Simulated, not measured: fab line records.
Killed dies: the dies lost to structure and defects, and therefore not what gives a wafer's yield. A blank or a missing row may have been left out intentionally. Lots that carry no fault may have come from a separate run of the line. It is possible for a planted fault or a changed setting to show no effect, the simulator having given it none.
Check for tools in common + flow sky130 + 10 lots, 30 wafers sampled

WHAT PROMPTED THE OPENING
At SKY_CAPM_RS_MEAS_03 the reading CAPM_TIN_RS is flagged on 2 of 10 lots. Wafers without a fault read 6.94 ohm/sq, standard deviation 0.071.
Rule: flag the lot when none of its wafers has a number, or when each of its wafers that has one lies beyond 4 standard deviations from that mean. All remaining lots are regarded as sound.

| lot  | measured     | on           | CAPM_TIN_RS (ohm/sq), wafer by wafer | flag    |
|------|--------------|--------------|--------------------------------------|---------|
| L461 | day 36 02:28 | filmMetro-04 | 6.89 6.93 6.89                       |         |
| L462 | day 36 19:55 | filmMetro-04 | 6.99 6.90 6.83                       |         |
| L468 | day 39 06:02 | filmMetro-04 | 7.43 7.39 7.32                       | FLAGGED |
| L469 | day 39 10:08 | filmMetro-04 | 7.39 7.32 7.44                       | FLAGGED |
| L472 | day 40 19:43 | filmMetro-04 | 6.93 6.89 6.86                       |         |
| L477 | day 41 11:23 | filmMetro-02 | 6.92 6.99 6.97                       |         |
| L478 | day 42 04:29 | filmMetro-03 | 6.88 6.86 6.91                       |         |
| L481 | day 42 13:26 | filmMetro-02 | 6.91 6.90 6.91                       |         |
| L482 | day 42 17:04 | filmMetro-03 | 6.93 6.91 6.95                       |         |
| L483 | day 43 01:13 | filmMetro-02 | 7.09 6.96 7.03                       |         |
Average over the flagged lots: 7.38 ohm/sq; offset from the usual +0.44 ohm/sq, equal to +6 standard deviations.

TOOL THAT RAN EACH LOT
The record holds 4 process steps before the reading, out of a route of 708 steps. Each cell gives the tool, then ch followed by the chambers the sampled wafers passed through, then the start.
| lot  | flag    | SKY_VIA2_STRIP_16                   | SKY_METAL3_SPUTTER_04       | SKY_CAPM_CVD_00                 | SKY_CAPM_SPUTTER_02         |
|------|---------|-------------------------------------|-----------------------------|---------------------------------|-----------------------------|
| L461 |         | plasmaAsher-04 ch 0,1, day 36 00:49 | pvdSputter-01, day 36 02:14 | pecvd-03 ch 0,1,2, day 36 02:17 | pvdSputter-03, day 36 02:22 |
| L462 |         | plasmaAsher-01 ch 0,1, day 36 18:16 | pvdSputter-01, day 36 19:40 | pecvd-03 ch 0,1,2, day 36 19:43 | pvdSputter-02, day 36 19:47 |
| L468 | FLAGGED | plasmaAsher-04 ch 0,1, day 39 04:25 | pvdSputter-01, day 39 05:47 | pecvd-03 ch 0,1,2, day 39 05:50 | pvdSputter-04, day 39 05:55 |
| L469 | FLAGGED | plasmaAsher-01 ch 0,1, day 39 08:28 | pvdSputter-01, day 39 09:53 | pecvd-04 ch 0,1, day 39 09:56   | pvdSputter-04, day 39 10:01 |
| L472 |         | plasmaAsher-03 ch 0,1, day 40 17:59 | pvdSputter-01, day 40 19:29 | pecvd-01 ch 1,2, day 40 19:32   | pvdSputter-02, day 40 19:37 |
| L477 |         | plasmaAsher-04 ch 0,1, day 41 09:46 | pvdSputter-04, day 41 11:08 | pecvd-01 ch 1,2, day 41 11:11   | pvdSputter-02, day 41 11:16 |
| L478 |         | plasmaAsher-03 ch 0,1, day 42 02:52 | pvdSputter-01, day 42 04:14 | pecvd-01 ch 0,2, day 42 04:17   | pvdSputter-03, day 42 04:22 |
| L481 |         | plasmaAsher-01 ch 0,1, day 42 11:50 | pvdSputter-03, day 42 13:12 | pecvd-04 ch 0,1,2, day 42 13:15 | pvdSputter-02, day 42 13:20 |
| L482 |         | plasmaAsher-04 ch 0,1, day 42 15:26 | pvdSputter-04, day 42 16:49 | pecvd-01 ch 0,1,2, day 42 16:52 | pvdSputter-02, day 42 16:57 |
| L483 |         | plasmaAsher-04 ch 0,1, day 42 23:34 | pvdSputter-04, day 43 00:58 | pecvd-03 ch 1,2, day 43 01:01   | pvdSputter-03, day 43 01:06 |
What these steps do:
- SKY_VIA2_STRIP_16: strips in O2/N2.
- SKY_METAL3_SPUTTER_04: material TiN, target thk 70 nm, time 58.3 s.
- SKY_CAPM_CVD_00: deposits SiO2, target thk 15.5 nm.
- SKY_CAPM_SPUTTER_02: material TiN, target thk 200 nm, time 166.7 s.
- SKY_CAPM_RS_MEAS_03: measures by four-point-probe.

FLAGGED OVER TOTAL, TOOL BY TOOL (the gauges that took the reading come last)
| step                  | tool           | lots run | flagged | share of the flagged lots | sound lots run after its first flagged lot |
|-----------------------|----------------|----------|---------|---------------------------|--------------------------------------------|
| SKY_VIA2_STRIP_16     | plasmaAsher-01 | 3        | 1       | some                      | 1 (L481)                                   |
| SKY_VIA2_STRIP_16     | plasmaAsher-03 | 2        | 0       | none                      | -                                          |
| SKY_VIA2_STRIP_16     | plasmaAsher-04 | 5        | 1       | some                      | 3 (L477,L482,L483)                         |
| SKY_METAL3_SPUTTER_04 | pvdSputter-01  | 6        | 2       | all                       | 2 (L472,L478)                              |
| SKY_METAL3_SPUTTER_04 | pvdSputter-03  | 1        | 0       | none                      | -                                          |
| SKY_METAL3_SPUTTER_04 | pvdSputter-04  | 3        | 0       | none                      | -                                          |
| SKY_CAPM_CVD_00       | pecvd-01       | 4        | 0       | none                      | -                                          |
| SKY_CAPM_CVD_00       | pecvd-03       | 4        | 1       | some                      | 1 (L483)                                   |
| SKY_CAPM_CVD_00       | pecvd-04       | 2        | 1       | some                      | 1 (L481)                                   |
| SKY_CAPM_SPUTTER_02   | pvdSputter-02  | 5        | 0       | none                      | -                                          |
| SKY_CAPM_SPUTTER_02   | pvdSputter-03  | 3        | 0       | none                      | -                                          |
| SKY_CAPM_SPUTTER_02   | pvdSputter-04  | 2        | 2       | all                       | 0                                          |
| SKY_CAPM_RS_MEAS_03   | filmMetro-02   | 3        | 0       | none                      | -                                          |
| SKY_CAPM_RS_MEAS_03   | filmMetro-03   | 2        | 0       | none                      | -                                          |
| SKY_CAPM_RS_MEAS_03   | filmMetro-04   | 5        | 2       | all                       | 1 (L472)                                   |

THE TABLE: WHAT IT ALLOWS
Every flagged lot was run by 3 rows of the table: pvdSputter-01 at SKY_METAL3_SPUTTER_04, pvdSputter-04 at SKY_CAPM_SPUTTER_02 and filmMetro-04 at SKY_CAPM_RS_MEAS_03.
- pvdSputter-01 at SKY_METAL3_SPUTTER_04: 2 of its 6 lots flagged. Sound lots ran on it after the first flagged one (L472, L478), which a lasting fault on the whole tool wouldn't allow.
- pvdSputter-04 at SKY_CAPM_SPUTTER_02: 2 of its 2 lots flagged. Because this sample shows no sound lot run on it before its first flagged lot, the start cannot be pinned down more closely.
- filmMetro-04 at SKY_CAPM_RS_MEAS_03: 2 of its 5 lots flagged. Sound lots ran on it after the first flagged one (L472), which a lasting fault on the whole tool wouldn't allow.
pvdSputter-04 at SKY_CAPM_SPUTTER_02 is the single tool remaining.

WHAT HAD BEEN PUT IN BY THE SIMULATOR
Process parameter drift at SKY_CAPM_SPUTTER_02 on pvdSputter-04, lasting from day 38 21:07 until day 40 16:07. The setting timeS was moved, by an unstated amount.
Shown lots that were struck: L468, L469. The same result came from the rule above.
